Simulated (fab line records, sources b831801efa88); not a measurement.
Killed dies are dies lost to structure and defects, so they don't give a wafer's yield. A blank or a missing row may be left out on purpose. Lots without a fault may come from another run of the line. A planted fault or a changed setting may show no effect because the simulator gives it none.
Which tool did it? | flow sfq_line | 14 lots, 42 wafers sampled, at 4 steps of a route of 325

WHAT THE GAUGES READ, wafer by wafer
SFQ_INCOMING_BOW_MEAS_900.
lot  | measured    | on            | INCOMING_BOW (um)
L507 | day 1 15:01 | film_metro-02 | 4 -1 -10
L510 | day 2 06:02 | film_metro-04 | 9 0 4
L511 | day 2 11:00 | film_metro-04 | -8 7 -13
L512 | day 2 16:00 | film_metro-03 | -3 4 0
L513 | day 2 21:02 | film_metro-03 | -3 3 -1
L514 | day 3 02:01 | film_metro-03 | 4 2 1
L516 | day 3 12:02 | film_metro-04 | 12 -6 -9
L519 | day 4 03:01 | film_metro-04 | -1 1 -9
L520 | day 4 08:00 | film_metro-04 | -12 6 -1
L525 | day 5 09:01 | film_metro-03 | -3 10 -3
L526 | day 5 14:00 | film_metro-03 | -5 11 -7
L527 | day 5 19:00 | film_metro-03 | 0 -5 0
L528 | day 6 00:02 | film_metro-04 | -2 5 -11
L529 | day 6 05:02 | film_metro-04 | 11 -9 8

SFQ_M2_RS_MEAS_914: measures by four-point-probe.
lot  | measured     | on            | M2_NB_RS (ohm/sq)
L507 | day 16 23:24 | film_metro-01 | 0.893 0.886 0.890
L510 | day 18 20:49 | film_metro-01 | 0.904 0.898 0.896
L511 | day 19 07:08 | film_metro-02 | 0.885 0.875 0.872
L512 | day 19 11:56 | film_metro-01 | 0.903 0.876 0.880
L513 | day 19 19:10 | film_metro-02 | 0.907 0.914 0.915
L514 | day 20 09:33 | film_metro-02 | 0.905 0.882 0.882
L516 | day 20 20:22 | film_metro-01 | 0.922 0.890 0.917
L519 | day 21 10:45 | film_metro-02 | 0.691 0.887 0.686
L520 | day 21 21:38 | film_metro-03 | 0.688 0.905 0.885
L525 | day 23 21:49 | film_metro-02 | 0.897 0.904 0.914
L526 | day 24 07:12 | film_metro-01 | 0.900 0.913 0.890
L527 | day 24 12:00 | film_metro-02 | 0.899 0.906 0.898
L528 | day 24 18:03 | film_metro-03 | 0.899 0.900 0.892
L529 | day 25 01:14 | film_metro-03 | 0.914 0.915 0.908

WHICH TOOL RAN EACH LOT (tool, then ch and the chambers of the sampled wafers, then the start)
lot  | SFQ_TRILAYER_M1_STRIP_STRIP_043   | SFQ_TRILAYER_M2_DEP_SPUTTER_055
L507 | rie_metal-01 ch 0,1, day 13 02:30 | pvd_sputter-05, day 16 23:17
L510 | rie_metal-03 ch 0,1, day 14 22:08 | pvd_sputter-04, day 18 20:41
L511 | rie_metal-03 ch 1, day 15 08:24   | pvd_sputter-05, day 19 07:02
L512 | rie_metal-03 ch 0,1, day 15 10:48 | pvd_sputter-05, day 19 11:50
L513 | rie_metal-03 ch 0,1, day 15 19:24 | pvd_sputter-04, day 19 19:02
L514 | rie_metal-04 ch 0,1, day 16 06:00 | pvd_sputter-05, day 20 09:26
L516 | rie_metal-04 ch 0,1, day 16 20:09 | pvd_sputter-03, day 20 20:14
L519 | rie_metal-03 ch 0,1, day 17 09:09 | pvd_sputter-03, day 21 10:38
L520 | rie_metal-03 ch 0,1, day 17 15:09 | pvd_sputter-03, day 21 21:32
L525 | rie_metal-03 ch 0, day 19 15:09   | pvd_sputter-04, day 23 21:43
L526 | rie_metal-01 ch 0,1, day 19 23:33 | pvd_sputter-03, day 24 07:07
L527 | rie_metal-01 ch 0,1, day 20 03:09 | pvd_sputter-03, day 24 11:55
L528 | rie_metal-03 ch 0,1, day 20 09:21 | pvd_sputter-03, day 24 17:55
L529 | rie_metal-04 ch 0,1, day 20 20:27 | pvd_sputter-03, day 25 01:07
- SFQ_TRILAYER_M1_STRIP_STRIP_043: strips in O2.
- SFQ_TRILAYER_M2_DEP_SPUTTER_055: material Nb, target thk 200 nm, time 133.3 s.

WHAT THE TOOLS THEMSELVES READ (means of the sampled wafers that have a number; where no wafer has one, the mark that the record gives instead)
SFQ_TRILAYER_M1_STRIP_STRIP_043.
lot  | tool         | drypump_motor_current_A (A) | he_backside_leak_sccm (sccm) | oes_product_au (a.u.)
L507 | rie_metal-01 | 6.28                        | 3.2                          | 0.994
L510 | rie_metal-03 | 6.36                        | 4.1                          | 0.988
L511 | rie_metal-03 | 6.60                        | 3.2                          | 0.987
L512 | rie_metal-03 | 6.13                        | 3.3                          | 0.992
L513 | rie_metal-03 | 6.37                        | 3.1                          | 0.988
L514 | rie_metal-04 | 5.91                        | 3.3                          | 1.006
L516 | rie_metal-04 | 5.99                        | 3.7                          | 0.996
L519 | rie_metal-03 | 6.15                        | 3.3                          | 0.999
L520 | rie_metal-03 | 6.14                        | 3.2                          | 0.998
L525 | rie_metal-03 | 5.92                        | 3.4                          | 0.997
L526 | rie_metal-01 | 6.27                        | 3.3                          | 0.992
L527 | rie_metal-01 | 6.25                        | 3.2                          | 0.994
L528 | rie_metal-03 | 6.12                        | 3.3                          | 0.995
L529 | rie_metal-04 | 6.02                        | 3.7                          | 0.998

SFQ_TRILAYER_M2_DEP_SPUTTER_055.
lot  | tool           | substrate_temp_c (C) | throttle_valve_pct (%)
L507 | pvd_sputter-05 | 19.93                | 29.9
L510 | pvd_sputter-04 | 19.99                | 29.6
L511 | pvd_sputter-05 | 20.10                | 29.7
L512 | pvd_sputter-05 | 19.93                | 30.1
L513 | pvd_sputter-04 | 20.01                | 29.5
L514 | pvd_sputter-05 | 19.96                | 29.9
L516 | pvd_sputter-03 | 19.93                | 31.1
L519 | pvd_sputter-03 | 20.10                | 30.3
L520 | pvd_sputter-03 | 20.00                | 30.2
L525 | pvd_sputter-04 | 20.00                | 30.3
L526 | pvd_sputter-03 | 19.96                | 30.1
L527 | pvd_sputter-03 | 20.13                | 29.7
L528 | pvd_sputter-03 | 19.89                | 29.7
L529 | pvd_sputter-03 | 19.98                | 30.5

THE ANSWER, worked out from the rows above alone
Rule: what is usual is taken from the lots themselves. Put in order of their means at a reading, lots are off if they are a third of the lots or fewer, leave a main group of 4 or more, and stand apart from it by a gap of 3 or more times the standard deviation of the main group's means; of several such gaps the widest counts. A main group whose means are all the same, to the digits that the tables above print for the reading, isn't used. A lot without any number at a reading at which 4 lots or more have one is off too. The other lots that the step has rows for count as sound. The gauges are gone through in route order, then the tools' own readings, and for those a lot's mean is taken as printed above. The first step at which some lot is off is used, and at that step the reading that is off furthest; a lot without a number counts as furthest.
Off: L519, L520, at SFQ_M2_RS_MEAS_914 (M2_NB_RS). The main group: mean 0.898 ohm/sq, standard deviation 0.01.
A tool fits if, at a process step before that reading, it ran every lot that is off, and no sound lot after the first of them. The gauges at SFQ_M2_RS_MEAS_914 are tried like those tools. None of those tried fits.

WHAT THE SIMULATOR HAD PUT IN
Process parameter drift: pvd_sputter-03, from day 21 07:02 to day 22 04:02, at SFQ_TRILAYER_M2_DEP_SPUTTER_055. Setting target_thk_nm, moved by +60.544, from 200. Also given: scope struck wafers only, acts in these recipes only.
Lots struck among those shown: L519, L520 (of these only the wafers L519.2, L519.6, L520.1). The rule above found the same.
